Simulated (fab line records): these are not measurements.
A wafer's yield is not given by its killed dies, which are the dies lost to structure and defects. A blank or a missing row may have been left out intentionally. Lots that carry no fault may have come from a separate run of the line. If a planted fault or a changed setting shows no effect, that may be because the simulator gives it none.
The tool behind it: which one? :: flow sky130 :: 42 wafers from 14 lots sampled at 5 of the route's 708 steps

## WHAT THE GAUGES READ, wafer by wafer
SKY_VT_ADJUST_LVTN_TW_MEAS_21.
lot: L894
measured: day 7 16:54
on: film-metro-03
VT_ADJUST_LVTN_2_TW: 187.4 187.1 188.0

lot: L895
measured: day 7 19:23
on: film-metro-03
VT_ADJUST_LVTN_2_TW: 187.5 186.8 187.3

lot: L896
measured: day 8 03:38
on: film-metro-03
VT_ADJUST_LVTN_2_TW: 188.1 188.4 189.5

lot: L898
measured: day 8 17:02
on: film-metro-01
VT_ADJUST_LVTN_2_TW: 188.4 188.8 189.3

lot: L899
measured: day 8 21:50
on: film-metro-01
VT_ADJUST_LVTN_2_TW: 189.8 188.5 189.2

lot: L901
measured: day 9 09:38
on: film-metro-04
VT_ADJUST_LVTN_2_TW: 190.7 190.2 189.2

lot: L903
measured: day 10 14:17
on: film-metro-03
VT_ADJUST_LVTN_2_TW: 186.8 188.3 186.7

lot: L905
measured: day 11 09:47
on: film-metro-01
VT_ADJUST_LVTN_2_TW: 188.8 188.6 187.7

lot: L906
measured: day 11 13:20
on: film-metro-01
VT_ADJUST_LVTN_2_TW: 188.8 188.2 189.1

lot: L909
measured: day 12 00:46
on: film-metro-03
VT_ADJUST_LVTN_2_TW: 189.1 188.9 189.2

lot: L912
measured: day 12 18:47
on: film-metro-03
VT_ADJUST_LVTN_2_TW: 189.0 189.2 188.8

lot: L914
measured: day 13 10:12
on: film-metro-04
VT_ADJUST_LVTN_2_TW: 189.3 188.0 188.2

lot: L916
measured: day 13 18:35
on: film-metro-03
VT_ADJUST_LVTN_2_TW: 188.2 187.9 189.5

lot: L917
measured: day 14 06:16
on: film-metro-03
VT_ADJUST_LVTN_2_TW: 188.9 189.8 189.6

SKY_VT_ADJUST_NCORE_CD_MEAS_07: the cd target is 380 nm.
lot: L894
measured: day 8 13:36
on: cd-sem-02
cd-nm (nm): 377.9 377.7 377.5

lot: L895
measured: day 8 15:27
on: cd-sem-02
cd-nm (nm): 380.3 377.5 379.4

lot: L896
measured: day 9 00:14
on: cd-sem-01
cd-nm (nm): 379.5 380.8 383.9

lot: L898
measured: day 9 13:33
on: cd-sem-01
cd-nm (nm): 377.3 377.2 375.5

lot: L899
measured: day 9 17:46
on: cd-sem-02
cd-nm (nm): 379.7 379.0 376.1

lot: L901
measured: day 10 05:58
on: cd-sem-02
cd-nm (nm): 382.4 380.7 384.0

lot: L903
measured: day 11 13:28
on: cd-sem-02
cd-nm (nm): 381.5 383.2 384.3

lot: L905
measured: day 12 09:23
on: cd-sem-01
cd-nm (nm): 379.9 381.1 377.5

lot: L906
measured: day 12 13:08
on: cd-sem-02
cd-nm (nm): 384.8 384.4 384.7

lot: L909
measured: day 13 00:56
on: cd-sem-02
cd-nm (nm): 380.4 381.4 379.5

lot: L912
measured: day 13 19:17
on: cd-sem-02
cd-nm (nm): 384.7 383.4 383.3

lot: L914
measured: day 14 11:17
on: cd-sem-02
cd-nm (nm): 379.3 379.6 377.5

lot: L916
measured: day 14 20:05
on: cd-sem-01
cd-nm (nm): 378.2 375.0 379.4

lot: L917
measured: day 15 09:08
on: cd-sem-02
cd-nm (nm): 378.0 379.1 378.3

SKY_SONOS_TUNNEL_TW_MEAS_12.
lot: L894
measured: day 11 06:49
on: film-metro-04
SONOS_TUNNEL_TW: 197.1 196.4 196.9

lot: L895
measured: day 11 11:17
on: film-metro-03
SONOS_TUNNEL_TW: 197.8 197.6 197.9

lot: L896
measured: day 11 19:23
on: film-metro-03
SONOS_TUNNEL_TW: 197.5 198.7 197.8

lot: L898
measured: day 12 12:04
on: film-metro-03
SONOS_TUNNEL_TW: 197.7 198.7 198.0

lot: L899
measured: day 12 16:02
on: film-metro-04
SONOS_TUNNEL_TW: 197.6 196.5 196.3

lot: L901
measured: day 13 05:13
on: film-metro-01
SONOS_TUNNEL_TW: 198.5 197.8 198.0

lot: L903
measured: day 14 18:17
on: film-metro-01
SONOS_TUNNEL_TW: 198.1 199.2 199.4

lot: L905
measured: day 15 16:10
on: film-metro-03
SONOS_TUNNEL_TW: 221.2 220.6 220.6

lot: L906
measured: day 15 21:27
on: film-metro-03
SONOS_TUNNEL_TW: 220.4 220.5 222.2

lot: L909
measured: day 16 10:13
on: film-metro-01
SONOS_TUNNEL_TW: 198.8 197.9 197.9

lot: L912
measured: day 17 06:52
on: film-metro-04
SONOS_TUNNEL_TW: 197.9 197.0 198.2

lot: L914
measured: day 18 00:49
on: film-metro-01
SONOS_TUNNEL_TW: 198.4 198.8 197.4

lot: L916
measured: day 18 11:02
on: film-metro-01
SONOS_TUNNEL_TW: 198.3 197.8 198.9

lot: L917
measured: day 19 00:55
on: film-metro-01
SONOS_TUNNEL_TW: 198.1 197.7 197.4

## EACH LOT AND THE TOOL THAT RAN IT (in order: tool; ch and the chambers of the sampled wafers; start)
lot: L894
SKY_VT_ADJUST_LVTN_STRIP_20: plasma-asher-02 ch 0,1, day 7 16:47
SKY_SONOS_TUNNEL_IMPLANT_09: implanter-01 ch 0, day 11 06:25

lot: L895
SKY_VT_ADJUST_LVTN_STRIP_20: plasma-asher-01 ch 0,1, day 7 19:16
SKY_SONOS_TUNNEL_IMPLANT_09: implanter-03 ch 0, day 11 10:53

lot: L896
SKY_VT_ADJUST_LVTN_STRIP_20: plasma-asher-02 ch 0,1, day 8 03:33
SKY_SONOS_TUNNEL_IMPLANT_09: implanter-03 ch 0, day 11 18:59

lot: L898
SKY_VT_ADJUST_LVTN_STRIP_20: plasma-asher-03 ch 0,1, day 8 16:55
SKY_SONOS_TUNNEL_IMPLANT_09: implanter-03 ch 0, day 12 11:40

lot: L899
SKY_VT_ADJUST_LVTN_STRIP_20: plasma-asher-03 ch 0,1, day 8 21:45
SKY_SONOS_TUNNEL_IMPLANT_09: implanter-03 ch 0, day 12 15:38

lot: L901
SKY_VT_ADJUST_LVTN_STRIP_20: plasma-asher-03 ch 0,1, day 9 09:31
SKY_SONOS_TUNNEL_IMPLANT_09: implanter-01 ch 0, day 13 04:49

lot: L903
SKY_VT_ADJUST_LVTN_STRIP_20: plasma-asher-03 ch 0,1, day 10 14:11
SKY_SONOS_TUNNEL_IMPLANT_09: implanter-04 ch 0, day 14 17:48

lot: L905
SKY_VT_ADJUST_LVTN_STRIP_20: plasma-asher-01 ch 0,1, day 11 09:38
SKY_SONOS_TUNNEL_IMPLANT_09: implanter-01 ch 0, day 15 15:45

lot: L906
SKY_VT_ADJUST_LVTN_STRIP_20: plasma-asher-01 ch 0,1, day 11 13:14
SKY_SONOS_TUNNEL_IMPLANT_09: implanter-01 ch 0, day 15 21:02

lot: L909
SKY_VT_ADJUST_LVTN_STRIP_20: plasma-asher-03 ch 0,1, day 12 00:40
SKY_SONOS_TUNNEL_IMPLANT_09: implanter-04 ch 0, day 16 09:48

lot: L912
SKY_VT_ADJUST_LVTN_STRIP_20: plasma-asher-03 ch 0,1, day 12 18:41
SKY_SONOS_TUNNEL_IMPLANT_09: implanter-03 ch 0, day 17 06:27

lot: L914
SKY_VT_ADJUST_LVTN_STRIP_20: plasma-asher-01 ch 0,1, day 13 10:06
SKY_SONOS_TUNNEL_IMPLANT_09: implanter-03 ch 0, day 18 00:25

lot: L916
SKY_VT_ADJUST_LVTN_STRIP_20: plasma-asher-01 ch 1, day 13 18:28
SKY_SONOS_TUNNEL_IMPLANT_09: implanter-03 ch 0, day 18 10:37

lot: L917
SKY_VT_ADJUST_LVTN_STRIP_20: plasma-asher-02 ch 0,1, day 14 06:10
SKY_SONOS_TUNNEL_IMPLANT_09: implanter-01 ch 0, day 19 00:31
- SKY_VT_ADJUST_LVTN_STRIP_20: strips in O2/N2.
- SKY_SONOS_TUNNEL_IMPLANT_09

## WHAT THE TOOLS THEMSELVES READ (means of the sampled wafers that have a number; where no wafer has one, the mark that the record gives instead)
SKY_VT_ADJUST_LVTN_STRIP_20.
lot: L894
tool: plasma-asher-02
drypump-motor-current-A (A): 5.56
oes-product-au (a.u.): 0.715
strip-time-to-endpoint-s (s): 14.17

lot: L895
tool: plasma-asher-01
drypump-motor-current-A (A): 5.81
oes-product-au (a.u.): 0.721
strip-time-to-endpoint-s (s): 14.20

lot: L896
tool: plasma-asher-02
drypump-motor-current-A (A): 5.54
oes-product-au (a.u.): 0.713
strip-time-to-endpoint-s (s): 14.21

lot: L898
tool: plasma-asher-03
drypump-motor-current-A (A): 5.47
oes-product-au (a.u.): 0.717
strip-time-to-endpoint-s (s): 14.22

lot: L899
tool: plasma-asher-03
drypump-motor-current-A (A): 5.49
oes-product-au (a.u.): 0.714
strip-time-to-endpoint-s (s): 14.15

lot: L901
tool: plasma-asher-03
drypump-motor-current-A (A): 5.30
oes-product-au (a.u.): 0.718
strip-time-to-endpoint-s (s): 14.19

lot: L903
tool: plasma-asher-03
drypump-motor-current-A (A): 5.31
oes-product-au (a.u.): 0.719
strip-time-to-endpoint-s (s): 14.15

lot: L905
tool: plasma-asher-01
drypump-motor-current-A (A): 5.63
oes-product-au (a.u.): 0.714
strip-time-to-endpoint-s (s): 14.16

lot: L906
tool: plasma-asher-01
drypump-motor-current-A (A): 5.62
oes-product-au (a.u.): 0.713
strip-time-to-endpoint-s (s): 14.16

lot: L909
tool: plasma-asher-03
drypump-motor-current-A (A): 5.31
oes-product-au (a.u.): 0.720
strip-time-to-endpoint-s (s): 14.17

lot: L912
tool: plasma-asher-03
drypump-motor-current-A (A): 5.47
oes-product-au (a.u.): 0.711
strip-time-to-endpoint-s (s): 14.26

lot: L914
tool: plasma-asher-01
drypump-motor-current-A (A): 5.81
oes-product-au (a.u.): 0.717
strip-time-to-endpoint-s (s): 14.26

lot: L916
tool: plasma-asher-01
drypump-motor-current-A (A): 5.44
oes-product-au (a.u.): 0.721
strip-time-to-endpoint-s (s): 14.24

lot: L917
tool: plasma-asher-02
drypump-motor-current-A (A): 5.55
oes-product-au (a.u.): 0.718
strip-time-to-endpoint-s (s): 14.16

SKY_SONOS_TUNNEL_IMPLANT_09.
lot: L894
tool: implanter-01
dose-ions-cm2: 9.9953e+11
faraday-current-uA: 5.70

lot: L895
tool: implanter-03
dose-ions-cm2: 9.9977e+11
faraday-current-uA: 5.68

lot: L896
tool: implanter-03
dose-ions-cm2: 1.0014e+12
faraday-current-uA: 5.60

lot: L898
tool: implanter-03
dose-ions-cm2: 9.9963e+11
faraday-current-uA: 5.75

lot: L899
tool: implanter-03
dose-ions-cm2: 1.0011e+12
faraday-current-uA: 5.83

lot: L901
tool: implanter-01
dose-ions-cm2: 9.9883e+11
faraday-current-uA: 5.67

lot: L903
tool: implanter-04
dose-ions-cm2: 1.0003e+12
faraday-current-uA: 5.69

lot: L905
tool: implanter-01
dose-ions-cm2: 1.4790e+12
faraday-current-uA: 8.33

lot: L906
tool: implanter-01
dose-ions-cm2: 1.4793e+12
faraday-current-uA: 8.20

lot: L909
tool: implanter-04
dose-ions-cm2: 1.0002e+12
faraday-current-uA: 5.70

lot: L912
tool: implanter-03
dose-ions-cm2: 9.9970e+11
faraday-current-uA: 5.69

lot: L914
tool: implanter-03
dose-ions-cm2: 1.0002e+12
faraday-current-uA: 5.57

lot: L916
tool: implanter-03
dose-ions-cm2: 9.9947e+11
faraday-current-uA: 5.75

lot: L917
tool: implanter-01
dose-ions-cm2: 1.0003e+12
faraday-current-uA: 5.65

## THE ANSWER, worked out from the rows above alone
Rule: what is usual is taken from the lots themselves. The widest of any qualifying gaps counts: lots, ordered by their means at a reading, are off when they make up no more than a third of the lots, leave a main group of 4 or more, and stand apart from it by 3 or more times the standard deviation of that group's means. A main group whose means are all the same, to the digits that the tables above print for the reading, isn't used. A lot without any number at a reading at which 4 lots or more have one is off too. The other lots that the step has rows for count as sound. The gauges are gone through in route order, then the tools' own readings, and for those a lot's mean is taken as printed above. At the first step where some lot is off, the reading lying furthest off is the one used; lots without a number count as furthest.
Off: L905, L906, seen at SKY_SONOS_TUNNEL_TW_MEAS_12 (SONOS_TUNNEL_TW). Main group: mean 197.9, sd 0.58.
A tool fits if, at a process step before that reading, it ran every lot that is off, and no sound lot after the first of them. The gauges at SKY_SONOS_TUNNEL_TW_MEAS_12 aren't tried: what is off there is off at SKY_SONOS_TUNNEL_IMPLANT_09 too, on other tools, and a gauge's error can't cause that. Of those tried, none fits.

## WHAT THE SIMULATOR HAD INSERTED
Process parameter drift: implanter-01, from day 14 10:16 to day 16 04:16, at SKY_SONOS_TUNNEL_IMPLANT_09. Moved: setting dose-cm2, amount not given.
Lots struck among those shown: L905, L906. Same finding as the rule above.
